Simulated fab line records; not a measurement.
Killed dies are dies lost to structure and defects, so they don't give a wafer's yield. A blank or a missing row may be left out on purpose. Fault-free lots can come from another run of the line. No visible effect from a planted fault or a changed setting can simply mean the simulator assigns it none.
A sampling plan put to the test + flow sky130 + one line in one fab, 18 faults in these records, each fault weighed on the records of the lots it struck
The plan consists of the line's own looks: route steps at which the wafer is read by a gauge or an inspection but not changed. A look is open to judgement when struck wafers have a number at it and the file gives its usual mean and standard deviation on fault-free wafers. Caught: at a look after the fault's first step, the mean of the struck wafers lies 4 or more of those standard deviations (sigma) from the usual mean. On the tool: the fault's steps, tested the same way using the tool's own readings. It also counts as caught if the struck wafers ran another recipe or if their record alone is blank.

== THE FAULTS, as the simulator had put them in ==
1. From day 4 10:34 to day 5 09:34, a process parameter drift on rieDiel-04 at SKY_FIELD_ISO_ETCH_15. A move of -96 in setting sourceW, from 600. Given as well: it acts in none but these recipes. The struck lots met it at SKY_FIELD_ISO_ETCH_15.
2. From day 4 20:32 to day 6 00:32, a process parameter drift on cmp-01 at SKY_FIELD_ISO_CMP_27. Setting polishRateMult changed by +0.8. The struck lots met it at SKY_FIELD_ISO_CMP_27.
3. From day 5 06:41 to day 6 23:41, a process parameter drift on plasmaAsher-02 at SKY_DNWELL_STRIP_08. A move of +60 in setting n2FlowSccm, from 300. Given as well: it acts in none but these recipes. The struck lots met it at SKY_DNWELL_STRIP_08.
4. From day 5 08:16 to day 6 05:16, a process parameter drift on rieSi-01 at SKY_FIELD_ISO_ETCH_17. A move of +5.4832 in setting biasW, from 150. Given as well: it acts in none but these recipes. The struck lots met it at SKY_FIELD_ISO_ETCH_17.
5. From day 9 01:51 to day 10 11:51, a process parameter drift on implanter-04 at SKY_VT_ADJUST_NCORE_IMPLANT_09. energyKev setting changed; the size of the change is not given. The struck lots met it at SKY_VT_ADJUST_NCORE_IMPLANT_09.
6. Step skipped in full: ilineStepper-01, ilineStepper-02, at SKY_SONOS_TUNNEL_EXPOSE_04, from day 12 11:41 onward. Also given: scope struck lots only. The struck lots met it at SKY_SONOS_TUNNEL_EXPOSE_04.
7. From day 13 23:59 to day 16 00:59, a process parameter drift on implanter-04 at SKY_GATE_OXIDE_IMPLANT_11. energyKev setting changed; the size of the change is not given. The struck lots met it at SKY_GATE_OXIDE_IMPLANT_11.
8. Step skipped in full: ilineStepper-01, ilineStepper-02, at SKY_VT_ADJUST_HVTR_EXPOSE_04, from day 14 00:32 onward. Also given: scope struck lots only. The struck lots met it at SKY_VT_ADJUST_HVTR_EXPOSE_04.
9. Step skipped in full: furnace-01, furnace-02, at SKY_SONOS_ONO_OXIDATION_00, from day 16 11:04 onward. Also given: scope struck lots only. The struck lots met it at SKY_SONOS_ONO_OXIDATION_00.
10. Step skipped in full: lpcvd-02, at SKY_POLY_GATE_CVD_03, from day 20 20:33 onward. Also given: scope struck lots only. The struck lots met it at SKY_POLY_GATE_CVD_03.
11. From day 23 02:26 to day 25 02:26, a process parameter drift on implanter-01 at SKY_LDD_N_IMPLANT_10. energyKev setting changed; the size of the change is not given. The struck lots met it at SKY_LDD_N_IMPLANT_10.
12. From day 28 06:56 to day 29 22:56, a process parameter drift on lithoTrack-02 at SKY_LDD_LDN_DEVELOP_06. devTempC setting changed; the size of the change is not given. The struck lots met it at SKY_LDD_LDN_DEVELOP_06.
13. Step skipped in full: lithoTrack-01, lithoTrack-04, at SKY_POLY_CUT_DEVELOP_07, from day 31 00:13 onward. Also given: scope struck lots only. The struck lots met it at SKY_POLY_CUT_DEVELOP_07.
14. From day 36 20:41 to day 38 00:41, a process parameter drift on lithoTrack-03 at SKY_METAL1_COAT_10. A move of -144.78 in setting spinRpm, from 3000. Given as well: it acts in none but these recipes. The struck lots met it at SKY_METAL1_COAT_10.
15. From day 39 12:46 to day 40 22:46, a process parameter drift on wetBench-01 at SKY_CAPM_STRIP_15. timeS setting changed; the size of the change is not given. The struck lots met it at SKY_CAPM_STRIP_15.
16. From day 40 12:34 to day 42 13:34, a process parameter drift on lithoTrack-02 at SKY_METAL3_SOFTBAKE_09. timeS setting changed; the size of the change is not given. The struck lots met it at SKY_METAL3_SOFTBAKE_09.
17. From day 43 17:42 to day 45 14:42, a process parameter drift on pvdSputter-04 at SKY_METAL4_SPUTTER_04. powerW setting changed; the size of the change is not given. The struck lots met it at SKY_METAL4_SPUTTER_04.
18. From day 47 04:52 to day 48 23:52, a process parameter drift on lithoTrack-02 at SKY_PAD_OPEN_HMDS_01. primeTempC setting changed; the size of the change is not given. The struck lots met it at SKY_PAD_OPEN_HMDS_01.

== WHAT THE PLAN SAW ==
| fault | on the tool itself                               | first look that catches it                      | reading, sigma | median hours from its first step to that look | hours from the fault's start to the first struck lot there | judged looks passed uncaught |
|-------|--------------------------------------------------|-------------------------------------------------|----------------|-----------------------------------------------|------------------------------------------------------------|------------------------------|
| 1     | rfFwdPowerW -40 sigma                            | not the one look that can be judged after it    | -              | -                                             | -                                                          | 1                            |
| 2     | timeToEndpointS -12 sigma                        | not the one look that can be judged after it    | -              | -                                             | -                                                          | 1                            |
| 3     | n2FlowSccm +64 sigma                             | none of the 2 looks that can be judged after it | -              | -                                             | -                                                          | 2                            |
| 4     | biasW +12 sigma                                  | not the one look that can be judged after it    | -              | -                                             | -                                                          | 1                            |
| 5     | beamEnergyKeV -80 sigma                          | no look after it can be judged                  | -              | -                                             | -                                                          | 0                            |
| 6     | no reading that can be judged                    | no look after it can be judged                  | -              | -                                             | -                                                          | 0                            |
| 7     | beamEnergyKeV -99 or beyond sigma                | no look after it can be judged                  | -              | -                                             | -                                                          | 0                            |
| 8     | no reading that can be judged                    | no look after it can be judged                  | -              | -                                             | -                                                          | 0                            |
| 9     | the tool's record is blank for the struck wafers | no look after it can be judged                  | -              | -                                             | -                                                          | 0                            |
| 10    | the tool's record is blank for the struck wafers | no look after it can be judged                  | -              | -                                             | -                                                          | 0                            |
| 11    | beamEnergyKeV -99 or beyond sigma                | none of the 2 looks that can be judged after it | -              | -                                             | -                                                          | 2                            |
| 12    | developerTempC -7.9 sigma                        | not the one look that can be judged after it    | -              | -                                             | -                                                          | 1                            |
| 13    | the tool's record is blank for the struck wafers | no look after it can be judged                  | -              | -                                             | -                                                          | 0                            |
| 14    | spinSpeedRpm -76 sigma                           | no look after it can be judged                  | -              | -                                             | -                                                          | 0                            |
| 15    | runLengthS +26 sigma                             | not the one look that can be judged after it    | -              | -                                             | -                                                          | 1                            |
| 16    | runLengthS +53 sigma                             | no look after it can be judged                  | -              | -                                             | -                                                          | 0                            |
| 17    | cathodeDcPowerW +99 or beyond sigma              | no look after it can be judged                  | -              | -                                             | -                                                          | 0                            |
| 18    | primeTempC +14 sigma                             | no look after it can be judged                  | -              | -                                             | -                                                          | 0                            |
A dash: the fault isn't caught, or these records don't give the number.

Caught at a look: 0 of 18. Caught on the tool: 16 of 18. By one or the other: 16 of 18.
On the tool alone, faults 1, 2, 3, 4, 5, 7, 9, 10, 11, 12, 13, 14, 15, 16, 17, 18 were caught.
Caught by neither: faults 6, 8.
